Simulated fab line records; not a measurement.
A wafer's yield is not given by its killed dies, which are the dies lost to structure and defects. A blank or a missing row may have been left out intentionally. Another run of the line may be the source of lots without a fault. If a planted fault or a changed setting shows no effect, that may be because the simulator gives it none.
Chamber matching || flow gf180mcu || GF_CONTACT_ETCH_16 on rie_diel-03: 4 sister chambers
The step etches BARC in N2/H2. 14 wafers are shown with their chamber, then 7 later ones without.

EACH WAFER AND ITS CHAMBER
{"wafer": "L460.2", "chamber": 3, "drypump_motor_current_A (A)": 5.8, "n2_flow_sccm (sccm)": 99.87, "h2_flow_sccm (sccm)": 200.5}
{"wafer": "L460.4", "chamber": 2, "drypump_motor_current_A (A)": 5.7, "n2_flow_sccm (sccm)": 99.55, "h2_flow_sccm (sccm)": 200.0}
{"wafer": "L460.5", "chamber": 2, "drypump_motor_current_A (A)": 5.7, "n2_flow_sccm (sccm)": 99.62, "h2_flow_sccm (sccm)": 199.5}
{"wafer": "L462.1", "chamber": 3, "drypump_motor_current_A (A)": 5.9, "n2_flow_sccm (sccm)": 100.00, "h2_flow_sccm (sccm)": 201.2}
{"wafer": "L462.2", "chamber": 0, "drypump_motor_current_A (A)": 5.9, "n2_flow_sccm (sccm)": 99.82, "h2_flow_sccm (sccm)": 199.9}
{"wafer": "L462.5", "chamber": 3, "drypump_motor_current_A (A)": 5.8, "n2_flow_sccm (sccm)": 99.74, "h2_flow_sccm (sccm)": 200.6}
{"wafer": "L468.2", "chamber": 0, "drypump_motor_current_A (A)": 5.9, "n2_flow_sccm (sccm)": 99.76, "h2_flow_sccm (sccm)": 199.8}
{"wafer": "L468.3", "chamber": 3, "drypump_motor_current_A (A)": 5.8, "n2_flow_sccm (sccm)": 100.06, "h2_flow_sccm (sccm)": 199.3}
{"wafer": "L468.6", "chamber": 0, "drypump_motor_current_A (A)": 5.9, "n2_flow_sccm (sccm)": 99.89, "h2_flow_sccm (sccm)": 198.9}
{"wafer": "L469.2", "chamber": 3, "drypump_motor_current_A (A)": 5.9, "n2_flow_sccm (sccm)": 99.70, "h2_flow_sccm (sccm)": 200.7}
{"wafer": "L469.5", "chamber": 1, "drypump_motor_current_A (A)": 5.7, "n2_flow_sccm (sccm)": 99.83, "h2_flow_sccm (sccm)": 200.2}
{"wafer": "L469.6", "chamber": 3, "drypump_motor_current_A (A)": 5.9, "n2_flow_sccm (sccm)": 99.89, "h2_flow_sccm (sccm)": 201.0}
{"wafer": "L471.1", "chamber": 3, "drypump_motor_current_A (A)": 5.9, "n2_flow_sccm (sccm)": 99.95, "h2_flow_sccm (sccm)": 200.2}
{"wafer": "L471.2", "chamber": 0, "drypump_motor_current_A (A)": 5.9, "n2_flow_sccm (sccm)": 99.58, "h2_flow_sccm (sccm)": 199.9}

SIGNATURES, as means of the wafers listed above
{"reading": "drypump_motor_current_A", "chamber 0": 5.900, "chamber 1": 5.700, "chamber 2": 5.700, "chamber 3": 5.857, "scatter within a chamber": 0.0414}
{"reading": "n2_flow_sccm", "chamber 0": 99.7625, "chamber 1": 99.8300, "chamber 2": 99.5850, "chamber 3": 99.8871, "scatter within a chamber": 0.126}
{"reading": "h2_flow_sccm", "chamber 0": 199.625, "chamber 1": 200.200, "chamber 2": 199.750, "chamber 3": 200.500, "scatter within a chamber": 0.561}
Rule: for each reading, subtract the chamber's mean from the wafer's reading, divide by that reading's scatter and square the result; add these up over the readings and take the root, which gives the wafer's distance from the chamber. If the next closest chamber is less than 2 further off than the closest, the wafer can't be placed; otherwise it belongs to the closest. The scatter: the root of (the sum of the squares of (reading less its chamber's mean) over the shown wafers, divided by (wafers less chambers)).

WAFERS WITHOUT THEIR CHAMBER
{"wafer": "L471.3", "drypump_motor_current_A (A)": 5.7, "n2_flow_sccm (sccm)": 100.19, "h2_flow_sccm (sccm)": 200.2}
{"wafer": "L475.2", "drypump_motor_current_A (A)": 5.9, "n2_flow_sccm (sccm)": 100.43, "h2_flow_sccm (sccm)": 200.9}
{"wafer": "L475.5", "drypump_motor_current_A (A)": 5.6, "n2_flow_sccm (sccm)": 99.40, "h2_flow_sccm (sccm)": 198.3}
{"wafer": "L475.6", "drypump_motor_current_A (A)": 5.9, "n2_flow_sccm (sccm)": 99.78, "h2_flow_sccm (sccm)": 200.7}
{"wafer": "L476.1", "drypump_motor_current_A (A)": 5.9, "n2_flow_sccm (sccm)": 100.04, "h2_flow_sccm (sccm)": 200.5}
{"wafer": "L476.2", "drypump_motor_current_A (A)": 5.9, "n2_flow_sccm (sccm)": 100.05, "h2_flow_sccm (sccm)": 199.9}
{"wafer": "L476.5", "drypump_motor_current_A (A)": 5.6, "n2_flow_sccm (sccm)": 100.14, "h2_flow_sccm (sccm)": 200.9}

THE CHAMBER EACH PASSED THROUGH
{"wafer": "L471.3", "from the rows above": "can't be placed: 1 or 3", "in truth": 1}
{"wafer": "L475.2", "from the rows above": "can't be placed: 3 or 0", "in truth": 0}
{"wafer": "L475.5", "from the rows above": "can't be placed: 2 or 1", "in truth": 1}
{"wafer": "L475.6", "from the rows above": "can't be placed: 3 or 0", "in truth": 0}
{"wafer": "L476.1", "from the rows above": "can't be placed: 3 or 0", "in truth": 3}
{"wafer": "L476.2", "from the rows above": "can't be placed: 3 or 0", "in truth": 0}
{"wafer": "L476.5", "from the rows above": "can't be placed: 1 or 2", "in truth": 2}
0 of 7 placed correctly. Can't be placed from these rows: 7 (the true chamber is among the candidates in 7). 0 placed wrongly.
